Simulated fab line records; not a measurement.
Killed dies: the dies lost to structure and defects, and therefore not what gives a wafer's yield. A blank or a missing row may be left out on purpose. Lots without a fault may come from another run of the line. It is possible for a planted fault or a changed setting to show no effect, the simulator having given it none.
A struck lot beside a sound one | flow sky130 | 32 out of 708 route steps
Sound: wafers L595.1, L595.2, L595.3. Struck: wafers L586.4, L586.5, L586.6. Last of all comes the cause.
Order at every step that has rows: each side's tool, ch and its chambers, its first start. Under that, the readings that differ: sound wafers | struck wafers | difference of the means | sigmas: that difference in standard deviations of wafers without a fault.
alike: a reading whose means differ by less than 2 such deviations, as well as words and numbers matching on both sides. not compared: withheld readings; readings where some wafer has no value; bounds like >300 that might hide an equal value; numbers whose values overlap and for which the record gives no deviation.
Wherever a step has rows on one side only, a row that says differs or no value, or a row with sigmas, the two part there. Non-overlapping numbers with no deviation appear without sigmas and do not part them. A reading that every wafer of one side lacks parts them only if that side has two wafers or more.

first, 5 steps without rows for these wafers: SKY_VIA1_STRIP_17 (strips in post etch residue remover, time 1200 s); SKY_VIA1_CLEAN_18 (cleans in IPA, time 180 s); SKY_VIA1_CLEAN_19 (cleans in O3/DIW); SKY_VIA1_SPUTTER_20 (material TiN, target thk 20 nm, time 80 s); SKY_VIA1_CVD_21 (deposits W, target thk 270 nm, time 80.902 s).
SKY_VIA1_RS_MEAS_22: a four-point-probe measurement.
  struck on film-metro-03, day 37 14:58; sound on film-metro-03, day 40 07:25
  alike: VIA1_W_RS
SKY_VIA1_THK_MEAS_23: measures by xrf.
  struck on film-metro-03, day 37 15:03; sound on film-metro-03, day 40 07:32
  alike: VIA1_W_THK
SKY_VIA1_CMP_24: polishes, stops on SiO2, t overpolish 15 s, target thk 0 nm.
  sound on cmp-01 ch 0,1,3, day 40 07:35; struck on cmp-01 ch 0,1,3, day 37 15:11
  alike: motor-current-A, overpolish-run-s, time-to-endpoint-s
then, 2 steps without rows for these wafers: SKY_METAL2_SPUTTER_00 (material Ti, target thk 15 nm, time 10 s); SKY_METAL2_SPUTTER_01 (material TiN, target thk 20 nm, time 16.7 s).
SKY_METAL2_SPUTTER_02: material AlCu, target thk 250 nm, time 13.3 s.
  struck on pvd-sputter-04, day 37 15:25; sound on pvd-sputter-02, day 40 07:56
  alike: throttle-valve-pct
SKY_METAL2_SPUTTER_03: material Ti, target thk 5 nm, time 3.3 s.
  struck on pvd-sputter-04, day 37 15:27; sound on pvd-sputter-02, day 40 07:58
  alike: throttle-valve-pct
SKY_METAL2_SPUTTER_04: material TiN, target thk 70 nm, time 58.3 s.
  struck on pvd-sputter-04, day 37 15:28; sound on pvd-sputter-02, day 40 07:59
  reading                                    | sound             | struck            | difference | sigmas
  model.TiN_of_METAL2_SPUTTER_04.thk-nm (nm) | 71.02 69.77 69.68 | 61.95 63.37 61.05 | -8.03      |
  alike: throttle-valve-pct
SKY_METAL2_RS_MEAS_05: a four-point-probe measurement.
  struck on film-metro-02, day 37 15:35; sound on film-metro-01, day 40 08:02
  alike: METAL2_ALCU_RS
SKY_METAL2_THK_MEAS_06: measures by xrf.
  struck on film-metro-02, day 37 15:40; sound on film-metro-01, day 40 08:09
  alike: METAL2_ALCU_THK
then, 8 steps without rows for these wafers: SKY_METAL2_DEHYDRATE_07 (time 60 s); SKY_METAL2_HMDS_08 (prime time 60 s); SKY_METAL2_COAT_09 (resist thk 60 nm); SKY_METAL2_COAT_10 (resist thk 450 nm); SKY_METAL2_SOFTBAKE_11 (time 94.31 s); SKY_METAL2_EXPOSE_12 (exposes mask MM2, target cd 140 nm); SKY_METAL2_PEB_13; SKY_METAL2_DEVELOP_14 (develop time 60 s).
SKY_METAL2_CD_MEAS_15 targets a cd of 140 nm.
  struck on cd-sem-01, day 38 17:29; sound on cd-sem-01, day 41 08:31
  alike: cd-nm
SKY_METAL2_OVL_MEAS_16:
  struck on overlay-01, day 38 17:34; sound on overlay-02, day 41 08:38
  alike: METAL2_OVL
SKY_METAL2_DESCUM_17: chemistry O2, time 8 s.
  sound on rie-metal-03 ch 0,1, day 41 08:40; struck on rie-metal-03 ch 0,1, day 38 17:35
  alike: drypump-motor-current-A, he-backside-leak-sccm, oes-product-au
  not compared: rf-hours-counter-h
then, 1 step without rows for these wafers: SKY_METAL2_ETCH_18 (etches BARC in N2/H2, stops on SiO2, time 45.9 s, target depth 60 nm).
SKY_METAL2_METAL_ETCH_19: etches the open film in Cl2/BCl3, stops on SiO2, target depth 360 nm, time 78 s.
  sound on rie-metal-03 ch 0,1, day 41 08:46; struck on rie-metal-03 ch 0,1, day 38 17:42
  alike: bias-w, drypump-motor-current-A, he-backside-leak-sccm, oes-product-au, throttle-valve-pct
  not compared: rf-hours-counter-h
then, 1 step without rows for these wafers: SKY_METAL2_STRIP_20 (strips in O2/N2).
SKY_METAL2_STRIP_21: strips in post etch residue remover, time 1200 s.
  sound on wet-bench-03 ch 0, day 41 08:58; struck on wet-bench-04 ch 2, day 38 17:52
  reading                                    | sound             | struck            | difference | sigmas
  model.TiN_of_METAL2_SPUTTER_04.thk-nm (nm) | 70.59 69.34 69.26 | 61.52 62.94 60.62 | -8.04      |
then, 1 step without rows for these wafers: SKY_METAL2_CLEAN_22 (cleans in IPA, time 180 s).
SKY_PAD_OPEN_PROBE_99:
  the record has rows for the sound wafers here (prober-02, day 50 09:29) and none for the struck ones

== WHERE THEY PART ==
At SKY_PAD_OPEN_PROBE_99 and nowhere else, as far as this record goes.

WHY: what had been put in by the simulator
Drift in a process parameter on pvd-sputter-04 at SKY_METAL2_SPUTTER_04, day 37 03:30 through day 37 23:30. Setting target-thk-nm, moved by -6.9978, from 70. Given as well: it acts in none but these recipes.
